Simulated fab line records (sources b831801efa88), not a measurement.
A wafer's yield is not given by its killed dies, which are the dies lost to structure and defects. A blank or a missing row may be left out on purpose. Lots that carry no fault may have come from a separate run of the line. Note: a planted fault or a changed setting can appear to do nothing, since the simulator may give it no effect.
The tool behind it: which one? + flow gf180mcu + Sampling: 12 lots, 36 wafers, 7 of 602 route steps

WHAT THE GAUGES READ, wafer by wafer
GF_CONTACT_RS_MEAS_25: measures by four-point-probe. Usual: CONTACT_W_RS gives 0.380 ohm/sq (standard deviation 0.0035).
| lot  | measured     | on           | CONTACT_W_RS (ohm/sq) | flag |
|------|--------------|--------------|-----------------------|------|
| L417 | day 17 01:03 | filmMetro-01 | 0.377 0.376 0.382     |      |
| L420 | day 18 09:41 | filmMetro-04 | 0.378 0.376 0.378     |      |
| L421 | day 18 19:28 | filmMetro-01 | 0.386 0.382 0.384     |      |
| L425 | day 20 09:33 | filmMetro-01 | 0.573 0.563 0.564     | OFF  |
| L427 | day 20 19:35 | filmMetro-04 | 0.566 0.562 0.567     | OFF  |
| L429 | day 21 09:59 | filmMetro-02 | 0.378 0.379 0.374     |      |
| L430 | day 22 11:17 | filmMetro-02 | 0.383 0.383 0.384     |      |
| L432 | day 22 22:46 | filmMetro-01 | 0.378 0.380 0.378     |      |
| L434 | day 23 06:16 | filmMetro-02 | 0.382 0.383 0.379     |      |
| L435 | day 23 15:32 | filmMetro-01 | 0.375 0.378 0.377     |      |
| L436 | day 23 20:41 | filmMetro-02 | 0.379 0.379 0.376     |      |
| L437 | day 23 22:50 | filmMetro-01 | 0.379 0.380 0.379     |      |

GF_CONTACT_THK_MEAS_26: measures by xrf. Usual: CONTACT_W_THK gives 304 nm (standard deviation 4.4).
| lot  | measured     | on           | CONTACT_W_THK (nm) | flag |
|------|--------------|--------------|--------------------|------|
| L417 | day 17 01:10 | filmMetro-01 | 304 303 300        |      |
| L420 | day 18 09:47 | filmMetro-04 | 305 304 305        |      |
| L421 | day 18 19:35 | filmMetro-01 | 297 301 299        |      |
| L425 | day 20 09:40 | filmMetro-01 | 200 204 203        | OFF  |
| L427 | day 20 19:43 | filmMetro-04 | 207 208 205        | OFF  |
| L429 | day 21 10:05 | filmMetro-02 | 310 308 313        |      |
| L430 | day 22 11:24 | filmMetro-02 | 311 309 309        |      |
| L432 | day 22 22:52 | filmMetro-01 | 303 299 301        |      |
| L434 | day 23 06:22 | filmMetro-02 | 308 306 309        |      |
| L435 | day 23 15:40 | filmMetro-01 | 306 304 306        |      |
| L436 | day 23 20:48 | filmMetro-02 | 310 308 314        |      |
| L437 | day 23 22:58 | filmMetro-01 | 302 304 303        |      |

GF_M1_RS_MEAS_05: measures by four-point-probe. Usual: M1_ALCU_RS gives 0.0695 ohm/sq (standard deviation 0.00067).
| lot  | measured     | on           | M1_ALCU_RS (ohm/sq)  | flag |
|------|--------------|--------------|----------------------|------|
| L417 | day 17 01:45 | filmMetro-01 | 0.0691 0.0688 0.0690 |      |
| L420 | day 18 10:23 | filmMetro-02 | 0.0691 0.0700 0.0695 |      |
| L421 | day 18 20:10 | filmMetro-03 | 0.0688 0.0697 0.0682 |      |
| L425 | day 20 10:15 | filmMetro-01 | 0.0689 0.0684 0.0696 |      |
| L427 | day 20 20:17 | filmMetro-02 | 0.0699 0.0705 0.0697 |      |
| L429 | day 21 10:41 | filmMetro-02 | 0.0691 0.0700 0.0695 |      |
| L430 | day 22 12:08 | filmMetro-03 | 0.0684 0.0695 0.0687 |      |
| L432 | day 22 23:28 | filmMetro-03 | 0.0704 0.0707 0.0706 |      |
| L434 | day 23 06:58 | filmMetro-01 | 0.0698 0.0699 0.0687 |      |
| L435 | day 23 16:14 | filmMetro-03 | 0.0697 0.0687 0.0699 |      |
| L436 | day 23 21:23 | filmMetro-03 | 0.0707 0.0702 0.0712 |      |
| L437 | day 23 23:35 | filmMetro-01 | 0.0701 0.0703 0.0693 |      |

EACH LOT AND THE TOOL THAT RAN IT (in order: tool; ch and the chambers of the sampled wafers; start)
| lot  | GF_CONTACT_CMP_04             | GF_CONTACT_CVD_24            | GF_CONTACT_CMP_27             | GF_M1_SPUTTER_03            |
|------|-------------------------------|------------------------------|-------------------------------|-----------------------------|
| L417 | cmp-02 ch 0,1,3, day 16 01:22 | cvdW-01 ch 0,1, day 17 00:57 | cmp-02 ch 0,1,2, day 17 01:17 | pvdSputter-02, day 17 01:41 |
| L420 | cmp-02 ch 1,2,3, day 17 09:27 | cvdW-02 ch 0,1, day 18 09:34 | cmp-01 ch 0,1, day 18 09:52   | pvdSputter-03, day 18 10:17 |
| L421 | cmp-01 ch 1,3, day 17 18:42   | cvdW-01 ch 0,1, day 18 19:21 | cmp-02 ch 0,1,2, day 18 19:41 | pvdSputter-04, day 18 20:05 |
| L425 | cmp-01 ch 1,2,3, day 19 08:26 | cvdW-02 ch 0,1, day 20 09:27 | cmp-01 ch 0,1,3, day 20 09:47 | pvdSputter-03, day 20 10:11 |
| L427 | cmp-02 ch 1,2,3, day 19 18:14 | cvdW-02 ch 0,1, day 20 19:29 | cmp-02 ch 2,3, day 20 19:49   | pvdSputter-02, day 20 20:14 |
| L429 | cmp-01 ch 1,2,3, day 20 08:45 | cvdW-01 ch 0,1, day 21 09:53 | cmp-02 ch 0,1,3, day 21 10:16 | pvdSputter-03, day 21 10:35 |
| L430 | cmp-02 ch 0,2, day 21 10:57   | cvdW-01 ch 0,1, day 22 11:11 | cmp-01 ch 0,2, day 22 11:37   | pvdSputter-02, day 22 12:04 |
| L432 | cmp-01 ch 0,1,2, day 21 22:22 | cvdW-01 ch 0,1, day 22 22:38 | cmp-02 ch 0,2,3, day 22 22:58 | pvdSputter-04, day 22 23:23 |
| L434 | cmp-01 ch 1,2,3, day 22 06:20 | cvdW-01 ch 0,1, day 23 06:08 | cmp-01 ch 0,2,3, day 23 06:34 | pvdSputter-02, day 23 06:53 |
| L435 | cmp-01 ch 0,1,3, day 22 15:27 | cvdW-01 ch 0,1, day 23 15:26 | cmp-02 ch 0,2,3, day 23 15:43 | pvdSputter-02, day 23 16:11 |
| L436 | cmp-01 ch 0,2,3, day 22 20:50 | cvdW-02 ch 0,1, day 23 20:35 | cmp-02 ch 0,1,3, day 23 20:52 | pvdSputter-03, day 23 21:20 |
| L437 | cmp-02 ch 0,1, day 22 23:38   | cvdW-02 ch 0, day 23 22:44   | cmp-02 ch 1,2,3, day 23 23:07 | pvdSputter-03, day 23 23:31 |
- GF_CONTACT_CMP_04: polishes SiO2.
- GF_CONTACT_CVD_24: deposits W, target thk 300 nm, time 90.339 s.
- GF_CONTACT_CMP_27: polishes, stops on SiO2, t overpolish 15 s, target thk 0 nm.
- GF_M1_SPUTTER_03: material Ti, target thk 10 nm, time 6.7 s.

AS READ BY THE TOOLS THEMSELVES (means over the sampled wafers that have a number; for cases with no such wafer, the mark the record gives instead)
GF_CONTACT_CMP_04. Usual: headPressurePsi 4.000 psi, standard deviation 0.0077; motorCurrentA 12.3 A, standard deviation 1.3; timeToEndpointS 111 s, standard deviation 5.4.
| lot  | tool   | headPressurePsi (psi) | motorCurrentA (A) | timeToEndpointS (s) | flag |
|------|--------|-----------------------|-------------------|---------------------|------|
| L417 | cmp-02 | 4.003                 | 11.9              | 114                 |      |
| L420 | cmp-02 | 4.002                 | 12.4              | 116                 |      |
| L421 | cmp-01 | 3.992                 | 12.5              | 112                 |      |
| L425 | cmp-01 | 4.007                 | 11.6              | 116                 |      |
| L427 | cmp-02 | 4.006                 | 12.2              | 119                 |      |
| L429 | cmp-01 | 3.998                 | 11.6              | 108                 |      |
| L430 | cmp-02 | 3.996                 | 14.3              | 102                 |      |
| L432 | cmp-01 | 3.995                 | 11.8              | 112                 |      |
| L434 | cmp-01 | 3.994                 | 11.6              | 108                 |      |
| L435 | cmp-01 | 4.005                 | 12.6              | 111                 |      |
| L436 | cmp-01 | 3.993                 | 12.3              | 111                 |      |
| L437 | cmp-02 | 3.996                 | 12.4              | 104                 |      |

GF_CONTACT_CVD_24. Usual: heaterPowerW 785 W, standard deviation 44.
| lot  | tool    | heaterPowerW (W) | flag |
|------|---------|------------------|------|
| L417 | cvdW-01 | 760              |      |
| L420 | cvdW-02 | 770              |      |
| L421 | cvdW-01 | 762              |      |
| L425 | cvdW-02 | 782              |      |
| L427 | cvdW-02 | 771              |      |
| L429 | cvdW-01 | 762              |      |
| L430 | cvdW-01 | 762              |      |
| L432 | cvdW-01 | 790              |      |
| L434 | cvdW-01 | 765              |      |
| L435 | cvdW-01 | 765              |      |
| L436 | cvdW-02 | 779              |      |
| L437 | cvdW-02 | 800              |      |

GF_CONTACT_CMP_27. Usual: headPressurePsi 3.500 psi, standard deviation 0.0071; motorCurrentA 11.5 A, standard deviation 1.3; timeToEndpointS 73 s, standard deviation 3.3.
| lot  | tool   | headPressurePsi (psi) | motorCurrentA (A) | timeToEndpointS (s) | flag |
|------|--------|-----------------------|-------------------|---------------------|------|
| L417 | cmp-02 | 3.503                 | 12.0              | 71                  |      |
| L420 | cmp-01 | 3.505                 | 11.4              | 73                  |      |
| L421 | cmp-02 | 3.505                 | 11.9              | 74                  |      |
| L425 | cmp-01 | 3.504                 | 11.5              | 45                  | OFF  |
| L427 | cmp-02 | 3.497                 | 12.4              | 47                  | OFF  |
| L429 | cmp-02 | 3.502                 | 10.5              | 73                  |      |
| L430 | cmp-01 | 3.500                 | 12.1              | 73                  |      |
| L432 | cmp-02 | 3.508                 | 11.7              | 68                  |      |
| L434 | cmp-01 | 3.499                 | 11.3              | 79                  |      |
| L435 | cmp-02 | 3.498                 | 11.9              | 69                  |      |
| L436 | cmp-02 | 3.500                 | 11.1              | 72                  |      |
| L437 | cmp-02 | 3.505                 | 11.3              | 74                  |      |

GF_M1_SPUTTER_03. Usual: throttleValvePct 29.9 %, standard deviation 0.78.
| lot  | tool          | throttleValvePct (%) | flag |
|------|---------------|----------------------|------|
| L417 | pvdSputter-02 | 29.0                 |      |
| L420 | pvdSputter-03 | 30.6                 |      |
| L421 | pvdSputter-04 | 30.5                 |      |
| L425 | pvdSputter-03 | 30.2                 |      |
| L427 | pvdSputter-02 | 30.3                 |      |
| L429 | pvdSputter-03 | 30.2                 |      |
| L430 | pvdSputter-02 | 30.4                 |      |
| L432 | pvdSputter-04 | 30.8                 |      |
| L434 | pvdSputter-02 | 29.7                 |      |
| L435 | pvdSputter-02 | 29.6                 |      |
| L436 | pvdSputter-03 | 30.2                 |      |
| L437 | pvdSputter-03 | 30.2                 |      |

THE ANSWER, worked out from the rows above alone
Rule: lot off if the mean of its wafers having a number is beyond 3 standard deviations from the usual mean. Also off: a lot with no number at a reading for which 4 or more lots have one. The other lots that the step has rows for count as sound. Order of review: gauges by route order, followed by the tools' own readings, for which a lot's mean as printed above is used. The first step at which some lot is off is used, and at that step the reading that is off furthest; a lot without a number counts as furthest.
Off: L425, L427, at GF_CONTACT_RS_MEAS_25 (CONTACT_W_RS).
If a tool, at a process step before that reading, ran all the lots that are off and no sound lot after the first of them, it fits. Not tried: the gauges at GF_CONTACT_RS_MEAS_25; whatever is off there is also off at GF_CONTACT_CMP_27, on other tools, and gauge error can't account for it. Not one of the candidates tried fits.

WHAT WAS PUT IN BY THE SIMULATOR
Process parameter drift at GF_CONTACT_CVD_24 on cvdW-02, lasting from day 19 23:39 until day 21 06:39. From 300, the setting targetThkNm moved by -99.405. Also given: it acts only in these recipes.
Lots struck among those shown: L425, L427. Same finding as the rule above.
